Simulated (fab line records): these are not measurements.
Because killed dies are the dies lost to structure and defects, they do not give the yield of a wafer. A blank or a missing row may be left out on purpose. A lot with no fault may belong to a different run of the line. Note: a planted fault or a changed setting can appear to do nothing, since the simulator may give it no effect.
Struck lot and sound lot, side by side + flow gf180mcu + 14 out of 602 route steps
Sound: the wafers L186.1, L186.4, L186.5. Struck: wafers L203.2, L203.3, L203.4. The cause comes at the end.
For every step that has rows: the tool of each side, followed by ch and its chambers, followed by its first start. Under that, the readings that differ: sound wafers + struck wafers + difference of the means + sigmas: that difference in standard deviations of wafers without a fault.
alike: readings with means less than 2 such deviations apart, plus words and numbers identical on both sides. not compared: withheld readings, readings lacking a value on some wafer, bounds such as >300 that could conceal the same value, and numbers that have no deviation in the record and whose values overlap.
A row with sigmas, a row that says differs or no value, or rows on one side alone: a step with any of these is where the two part. When numbers do not overlap yet have no deviation, they are printed without sigmas and do not part them. A reading missing from all wafers of one side parts the sides only when that side holds two or more wafers.

first, 2 steps without rows for these wafers: GF_VT_IMPLANT_PEB_38; GF_VT_IMPLANT_DEVELOP_39 (develop time 60 s).
GF_VT_IMPLANT_OVL_MEAS_40:
  sound on overlay-02, day 8 12:50; struck on overlay-02, day 13 08:53
  alike: VT_IMPLANT_03_OVL
next, for these wafers, 1 step has no rows: GF_VT_IMPLANT_IMPLANT_41.
GF_VT_IMPLANT_STRIP_42: strips in O2/N2.
  sound on plasma asher-03 ch 1, day 8 13:01; struck on plasma asher-01 ch 0,1, day 13 09:04
| reading                     | sound       | struck      | difference | sigmas |
|-----------------------------|-------------|-------------|------------|--------|
| drypump motor current A (A) | 6.7 6.7 6.7 | 5.6 5.5 5.2 | -1.3       | -2     |
  alike: heater power w, oes product au, platen temp c, strip time to endpoint s
  not compared: rf hours counter h
GF_VT_IMPLANT_TW_MEAS_43:
  sound on film metro-03, day 8 13:11; struck on film metro-03, day 13 09:10
  alike: VT_IMPLANT_4_TW
then, 1 step without rows for these wafers: GF_VT_IMPLANT_CLEAN_44 (cleans in SC1/SC2, time 150 s).
GF_VT_IMPLANT_RTA_45: time 30 s.
  sound on rtp anneal-01 ch 0, day 8 13:17; struck on rtp anneal-01 ch 0, day 13 09:18
  alike: anneal temp c max, lamp power pct, wafer_temp_C_max
GF_VT_IMPLANT_RS_MEAS_46: the measuring method here is four-point-probe.
  sound on film metro-02, day 8 13:23; struck on film metro-02, day 13 09:24
| reading          | sound             | struck            | difference | sigmas |
|------------------|-------------------|-------------------|------------|--------|
| MVSD_RS (ohm/sq) | 458.4 459.0 457.8 | 455.8 455.2 456.5 | -2.6       | -3     |
GF_VT_IMPLANT_RS_MEAS_47: the measuring method here is four-point-probe.
  sound on film metro-02, day 8 13:31; struck on film metro-02, day 13 09:31
  alike: NWELL_RS
GF_VT_IMPLANT_RS_MEAS_48: the measuring method here is four-point-probe.
  sound on film metro-02, day 8 13:38; struck on film metro-02, day 13 09:38
  alike: LVPWELL_RS
GF_VT_IMPLANT_RS_MEAS_49: the measuring method here is four-point-probe.
  sound on film metro-02, day 8 13:45; struck on film metro-02, day 13 09:46
  alike: MVPSD_RS
GF_VT_IMPLANT_WET_ETCH_50: etches SiO2 in dHF, target depth 20 nm, time 400 s.
  sound on wet bench-02 ch 2, day 8 13:52; struck on wet bench-01 ch 2, day 13 09:52
  no value came back on the struck wafers for bath heat duty pct (%), run length s (s); on the sound wafers bath heat duty pct (%) reads 6.7 5.9 5.3
| reading                                    | sound             | struck            | difference | sigmas |
|--------------------------------------------|-------------------|-------------------|------------|--------|
| model.SiO2_of_STI_CVD_23.thk nm (nm)       | 379.1 378.3 378.5 | 401.1 401.2 403   | +23.1      |        |
| model.SiO2_of_STI_OXIDATION_29.thk nm (nm) | 0 0 0             | 9.587 9.747 9.617 | +9.650     |        |
GF_PASSIVATION_PROBE_99:
  sound wafers here have rows in the record (prober-02, day 30 03:00); struck ones have none

## WHERE THEY PART
Last at GF_PASSIVATION_PROBE_99 as far as this record goes, first at GF_VT_IMPLANT_STRIP_42.

WHY: what the simulator had put in
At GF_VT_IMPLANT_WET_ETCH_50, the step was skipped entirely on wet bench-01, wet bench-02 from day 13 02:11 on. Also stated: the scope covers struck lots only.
